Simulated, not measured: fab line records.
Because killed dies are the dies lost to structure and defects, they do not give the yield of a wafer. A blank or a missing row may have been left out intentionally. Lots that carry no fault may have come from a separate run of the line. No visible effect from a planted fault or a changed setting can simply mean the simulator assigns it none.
What tool caused it? / flow sky130 / at 1 step of a route of 708, 7 lots with 21 wafers sampled

WHAT THE GAUGES READ, wafer by wafer
SKY_SPACER_THK_MEAS_01.
lot=L499; measured=day 23 02:43; on=film_metro-02; SPACER_CVD_00_THK (nm)=43.0 43.3 43.2
lot=L505; measured=day 25 14:20; on=film_metro-02; SPACER_CVD_00_THK (nm)=43.0 42.6 42.7
lot=L508; measured=day 27 01:43; on=film_metro-02; SPACER_CVD_00_THK (nm)=42.9 43.0 42.7
lot=L513; measured=day 28 14:49; on=film_metro-03; SPACER_CVD_00_THK (nm)=42.5 42.8 42.6
lot=L516; measured=day 29 10:23; on=film_metro-03; SPACER_CVD_00_THK (nm)=43.0 43.0 43.2
lot=L519; measured=day 29 23:13; on=film_metro-01; SPACER_CVD_00_THK (nm)=42.9 43.2 43.3
lot=L521; measured=day 31 04:57; on=film_metro-02; SPACER_CVD_00_THK (nm)=42.8 42.4 42.1

EACH LOT AND THE TOOL THAT RAN IT (in order: tool; ch and the chambers of the sampled wafers; start)
The record holds no process step before these readings.

THE ANSWER, worked out from the rows above alone
Rule: usual is defined by the lots themselves. Put in order of their means at a reading, lots are off if they are a third of the lots or fewer, leave a main group of 4 or more, and stand apart from it by a gap of 3 or more times the standard deviation of the main group's means; of several such gaps the widest counts. A main group is skipped when, at the precision printed for the reading in the tables above, its means are all equal. Also off: a lot with no number at a reading for which 4 or more lots have one. All remaining lots with rows at the step are treated as sound.
No lot is off on any of the readings shown, so nothing can be concluded from this.

WHAT WAS PUT IN BY THE SIMULATOR
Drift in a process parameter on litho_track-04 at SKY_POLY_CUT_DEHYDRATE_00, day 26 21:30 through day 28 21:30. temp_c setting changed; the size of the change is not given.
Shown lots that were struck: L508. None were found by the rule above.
